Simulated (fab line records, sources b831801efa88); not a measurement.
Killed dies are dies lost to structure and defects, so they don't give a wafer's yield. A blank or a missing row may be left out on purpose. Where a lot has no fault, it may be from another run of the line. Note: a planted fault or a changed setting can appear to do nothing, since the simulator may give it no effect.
Struck lot and sound lot, side by side | flow sfq_line | 42 out of 325 route steps
Sound: the wafers L344.3, L344.4, L344.5. Struck: wafer L362.4 (left out: L362.1, L362.3 of the same lot, which were not struck); the cause appears at the end.
Per side, at each step with rows, come the tool, then ch with its chambers, and then its first start. Under that, the readings that differ: sound wafers | struck wafers | difference of the means | sigmas: that difference in standard deviations of wafers without a fault.
alike: words and numbers the same on both sides, and readings whose means are apart by under 2 such deviations; not compared: readings that were withheld, readings missing a value for some wafer, numbers with overlapping values and no deviation given by the record, and bounds like >300 which may hide the same value.
A row with sigmas, a row that says differs or no value, or rows on one side alone: a step with any of these is where the two part. Numbers that have no deviation but don't overlap get no sigmas and don't part them. A reading missing from all wafers of one side parts the sides only when that side holds two or more wafers.

first, 6 steps without rows for these wafers: SFQ_TRILAYER_I0_VIA_LITHO_COAT_036 (resist thk 62 nm); SFQ_TRILAYER_I0_VIA_LITHO_COAT_031 (resist thk 650 nm); SFQ_TRILAYER_I0_VIA_LITHO_SOFTBAKE_035; SFQ_TRILAYER_I0_VIA_LITHO_EXPOSE_032 (exposes mask I0, target cd 500 nm); SFQ_TRILAYER_I0_VIA_LITHO_PEB_034 (peb time 60 s); SFQ_TRILAYER_I0_VIA_LITHO_DEVELOP_033 (time 60 s).
SFQ_I0_OVL_MEAS_908:
  struck on overlay-01, day 21 13:28; sound on overlay-01, day 19 02:19
  alike: I0_OVL
SFQ_TRILAYER_I0_VIA_BARC_OPEN_VIA_ETCH_046: etches BARC in O2, target depth 125 nm, time 41.7 s.
  sound on rie_diel-04 ch 1,2, day 19 02:20; struck on rie_diel-01 ch 3, day 21 13:31
  alike: drypump_motor_current_A, oes_product_au
  not compared: rf_hours_counter_h
SFQ_TRILAYER_I0_VIA_ETCH_VIA_ETCH_034: etches SiO2 in CHF3, stops on Nb, target depth 260 nm.
  sound on rie_diel-04 ch 1,2, day 19 02:23; struck on rie_diel-01 ch 3, day 21 13:33
  alike: drypump_motor_current_A, oes_product_au
SFQ_TRILAYER_I0_VIA_STRIP_STRIP_035: strips in O2.
  sound on rie_metal-02 ch 0,1, day 19 02:41; struck on rie_metal-01 ch 0, day 21 13:40
  alike: drypump_motor_current_A, oes_product_au, platen_temp_c
  not compared: rf_hours_counter_h
then, 2 steps without rows for these wafers: SFQ_TRILAYER_I0_VIA_STRIP_SOLV_CLEAN_036 (cleans in NMP, time 600 s); SFQ_TRILAYER_M1_DEP_PRE_CLEAN_038 (time 22.5 s).
SFQ_TRILAYER_M1_DEP_SPUTTER_037: material Nb, target thk 200 nm, time 133.3 s.
  struck on pvd_sputter-03, day 21 14:38; sound on pvd_sputter-05, day 19 03:18
  reading                                             | sound             | struck | difference | sigmas
  model.Nb_of_TRILAYER_M1_DEP_SPUTTER_037.thk_nm (nm) | 198.6 197.6 196.8 | 244.9  | +47.2      |
  alike: throttle_valve_pct
SFQ_M1_RS_MEAS_909: uses a four-point probe to measure.
  struck on film_metro-03, day 21 14:44; sound on film_metro-01, day 19 03:26
  reading           | sound             | struck | difference | sigmas
  M1_NB_RS (ohm/sq) | 0.897 0.903 0.904 | 0.727  | -0.174     | -16
then, 6 steps without rows for these wafers: SFQ_TRILAYER_M1_LITHO_COAT_044 (resist thk 62 nm); SFQ_TRILAYER_M1_LITHO_COAT_039 (resist thk 600 nm); SFQ_TRILAYER_M1_LITHO_SOFTBAKE_043; SFQ_TRILAYER_M1_LITHO_EXPOSE_040 (exposes mask M1, target cd 500 nm); SFQ_TRILAYER_M1_LITHO_PEB_042 (peb time 60 s); SFQ_TRILAYER_M1_LITHO_DEVELOP_041 (time 60 s).
-- the record jumps here: 6 days lie between the struck wafers' starts before and after --
SFQ_M1_OVL_MEAS_911:
  struck on overlay-02, day 27 17:08; sound on overlay-01, day 25 01:52
  alike: M1_OVL
then, 1 step without rows for these wafers: SFQ_TRILAYER_M1_BARC_OPEN_METAL_ETCH_054 (etches BARC in O2, target depth 125 nm, time 41.7 s).
SFQ_TRILAYER_M1_ETCH_METAL_ETCH_042: etches Nb in Cl2/Ar, stops on SiO2, target depth 240 nm, time 120 s.
  sound on rie_metal-03 ch 0,1, day 25 01:59; struck on rie_metal-03 ch 0, day 27 17:17
  reading               | sound             | struck | difference | sigmas
  oes_product_au (a.u.) | 0.892 0.885 0.886 | 0.993  | +0.105     | +14
  alike: drypump_motor_current_A
  not compared: rf_hours_counter_h
SFQ_TRILAYER_M1_STRIP_STRIP_043: strips in O2.
  sound on rie_metal-03 ch 0,1, day 25 02:16; struck on rie_metal-03 ch 0, day 27 17:32
  alike: drypump_motor_current_A, oes_product_au, platen_temp_c
  not compared: rf_hours_counter_h
then, 3 steps without rows for these wafers: SFQ_TRILAYER_M1_STRIP_SOLV_CLEAN_044 (cleans in NMP, time 600 s); SFQ_TRILAYER_I1_DEP_PECVD_045 (deposits SiO2 from SiH4/N2O, time 111.11 s, target thk 500 nm); SFQ_TRILAYER_I1_CMP_CMP_046 (polishes SiO2).
SFQ_I1_BOW_MEAS_912:
  struck on film_metro-01, day 28 00:05; sound on film_metro-04, day 25 11:07
  alike: I1_BOW
then, 7 steps without rows for these wafers: SFQ_TRILAYER_I1_METRO_MEASURE_047; SFQ_TRILAYER_I1_VIA_LITHO_COAT_054 (resist thk 62 nm); SFQ_TRILAYER_I1_VIA_LITHO_COAT_049 (resist thk 650 nm); SFQ_TRILAYER_I1_VIA_LITHO_SOFTBAKE_053; SFQ_TRILAYER_I1_VIA_LITHO_EXPOSE_050 (exposes mask I1, target cd 500 nm); SFQ_TRILAYER_I1_VIA_LITHO_PEB_052 (peb time 60 s); SFQ_TRILAYER_I1_VIA_LITHO_DEVELOP_051 (time 60 s).
-- the record jumps here: 7 days lie between the struck wafers' starts before and after --
SFQ_I1_OVL_MEAS_913:
  struck on overlay-01, day 34 13:11; sound on overlay-02, day 31 18:43
  alike: I1_OVL
then, 2 steps without rows for these wafers: SFQ_TRILAYER_I1_VIA_BARC_OPEN_VIA_ETCH_071 (etches BARC in O2, target depth 125 nm, time 41.7 s); SFQ_TRILAYER_I1_VIA_ETCH_VIA_ETCH_052 (etches SiO2 in CHF3, stops on Nb, target depth 260 nm).
SFQ_TRILAYER_I1_VIA_STRIP_STRIP_053: strips in O2.
  sound on rie_metal-03 ch 0,1, day 31 19:06; struck on rie_metal-01 ch 1, day 34 13:27
  alike: drypump_motor_current_A, oes_product_au, platen_temp_c
  not compared: rf_hours_counter_h
then, 2 steps without rows for these wafers: SFQ_TRILAYER_I1_VIA_STRIP_SOLV_CLEAN_054 (cleans in NMP, time 600 s); SFQ_TRILAYER_M2_DEP_PRE_CLEAN_056 (time 22.5 s).
-- the record jumps here: 59 days lie between the struck wafers' starts before and after --
SFQ_M8_BOW_MEAS_951:
  struck on film_metro-03, day 93 04:05; sound on film_metro-04, day 80 19:44
  reading                       | sound                | struck | difference | sigmas
  model.etest.m1.comb_log10_ohm | 12 12 12             | 0      | -12        |
  model.etest.m1.ohm_sq         | 0.8957 0.9001 0.9039 | 0.7263 | -0.1736    |
  alike: M8_BOW

== WHERE THEY PART ==
First at SFQ_M1_RS_MEAS_909; last, within this record, at SFQ_TRILAYER_M1_ETCH_METAL_ETCH_042. Later steps at which nothing parts them and some readings are alike: SFQ_TRILAYER_M1_STRIP_STRIP_043, SFQ_I1_BOW_MEAS_912, SFQ_I1_OVL_MEAS_913, SFQ_TRILAYER_I1_VIA_STRIP_STRIP_053, SFQ_M8_BOW_MEAS_951.

WHY: what had been put in by the simulator
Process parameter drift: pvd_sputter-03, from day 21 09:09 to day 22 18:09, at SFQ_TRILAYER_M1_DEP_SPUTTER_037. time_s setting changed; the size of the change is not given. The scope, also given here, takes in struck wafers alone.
